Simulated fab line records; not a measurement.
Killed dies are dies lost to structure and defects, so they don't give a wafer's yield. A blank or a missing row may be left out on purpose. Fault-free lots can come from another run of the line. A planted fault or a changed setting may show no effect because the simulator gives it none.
Comparing a struck lot with a sound one || flow sky130 || 15 out of 708 route steps
Sound: the wafers L915.2, L915.3, L915.5. Wafers L917.3, L917.4, L917.6 were the ones struck. The cause comes at the end.
For every step that has rows: the tool of each side, followed by ch and its chambers, followed by its first start. Under that, the readings that differ: sound wafers || struck wafers || difference of the means || sigmas: that difference in standard deviations of wafers without a fault.
alike: a reading whose means differ by less than 2 such deviations, as well as words and numbers matching on both sides. not compared: withheld readings; readings where some wafer has no value; bounds like >300 that might hide an equal value; numbers whose values overlap and for which the record gives no deviation.
A row with sigmas, a row that says differs or no value, or rows on one side alone: a step with any of these is where the two part. When numbers do not overlap yet have no deviation, they are printed without sigmas and do not part them. A reading that every wafer of one side lacks parts them only if that side has two wafers or more.

first, 7 steps without rows for these wafers: SKY_VIA3_HMDS_05 (prime time 60 s); SKY_VIA3_COAT_06 (resist thk 60 nm); SKY_VIA3_COAT_07 (resist thk 450 nm); SKY_VIA3_SOFTBAKE_08 (time 90 s); SKY_VIA3_EXPOSE_09 (exposes mask VIM3, target cd 200 nm); SKY_VIA3_PEB_10; SKY_VIA3_DEVELOP_11 (develop time 60 s).
SKY_VIA3_CD_MEAS_12 targets a cd of 200 nm.
  sound: cd-sem-01 at day 43 04:18; struck: cd-sem-01 at day 43 09:14
{"reading": "cd-nm (nm)", "sound": "203.0 201.5 201.2", "struck": "197.5 197.2 198.2", "difference": -4.3, "sigmas": -3}
SKY_VIA3_OVL_MEAS_13:
  sound: overlay-01 at day 43 04:25; struck: overlay-02 at day 43 09:19
  alike: VIA3_OVL
SKY_VIA3_ETCH_14: etches BARC in N2/H2, stops on SiO2, time 45.9 s, target depth 60 nm.
  sound on rie-diel-01 ch 0,1,3, day 43 04:26; struck on rie-diel-04 ch 0,2,3, day 43 09:20
  alike: drypump-motor-current-A, oes-product-au, throttle-valve-pct
  not compared: rf-hours-counter-h
SKY_VIA3_ETCH_15: etches SiO2 in C4F8/O2/Ar, stops on TiN, target depth 507 nm, time 78 s.
  sound on rie-diel-01 ch 0,1,3, day 43 04:29; struck on rie-diel-04 ch 0,2,3, day 43 09:23
  alike: oes-product-au
  not compared: rf-hours-counter-h
SKY_VIA3_STRIP_16: strips in O2/N2.
  sound on plasma-asher-04 ch 0,1, day 43 04:32; struck on plasma-asher-04 ch 0,1, day 43 09:29
  alike: chamber-pressure-mTorr, drypump-motor-current-A, oes-product-au, strip-time-to-endpoint-s
  not compared: rf-hours-counter-h
SKY_VIA3_STRIP_17: strips in post etch residue remover, time 1200 s.
  sound on wet-bench-02 ch 0, day 43 04:38; struck on wet-bench-01 ch 2, day 43 09:33
  no value came back on the struck wafers for bath-guard-temp-C (C), bath-heat-duty-pct (%), temp-c (C); on the sound wafers bath-guard-temp-C (C) reads 72.8 72.9 73.2
then, 1 step without rows for these wafers: SKY_VIA3_CLEAN_18 (cleans in IPA, time 180 s).
-- the record jumps here: 6 days lie between the struck wafers' starts before and after (it left off in module VIA3 and takes up again in module PAD_OPEN, whose first step shown is number 708 of the route) --
SKY_PAD_OPEN_PROBE_99:
  sound: prober-01 at day 48 19:41; struck: prober-01 at day 48 22:33
{"reading": "model.etest.via3-chain.rc-ohm", "sound": "9.362 9.218 9.262", "struck": "13.04 13 11.51", "difference": "+3.24", "sigmas": ""}
  alike: defect-limited-yield, killed_at_M0_to_M3, killed_at_M4_up, killed-at-contacts, killed-at-front-end, killed-at-other, killed-dies, killed-open, killed-short, sort_bin_3_pad_short, sort_bin_5_function, sort_bin_6_memory, sort-n-pass, sort-yield-pct

== WHERE THEY PART ==
Earliest at SKY_VIA3_CD_MEAS_12; latest, in this record, at SKY_VIA3_STRIP_17. Later steps at which nothing parts them and some readings are alike: SKY_PAD_OPEN_PROBE_99.

WHY: whatever the simulator had introduced
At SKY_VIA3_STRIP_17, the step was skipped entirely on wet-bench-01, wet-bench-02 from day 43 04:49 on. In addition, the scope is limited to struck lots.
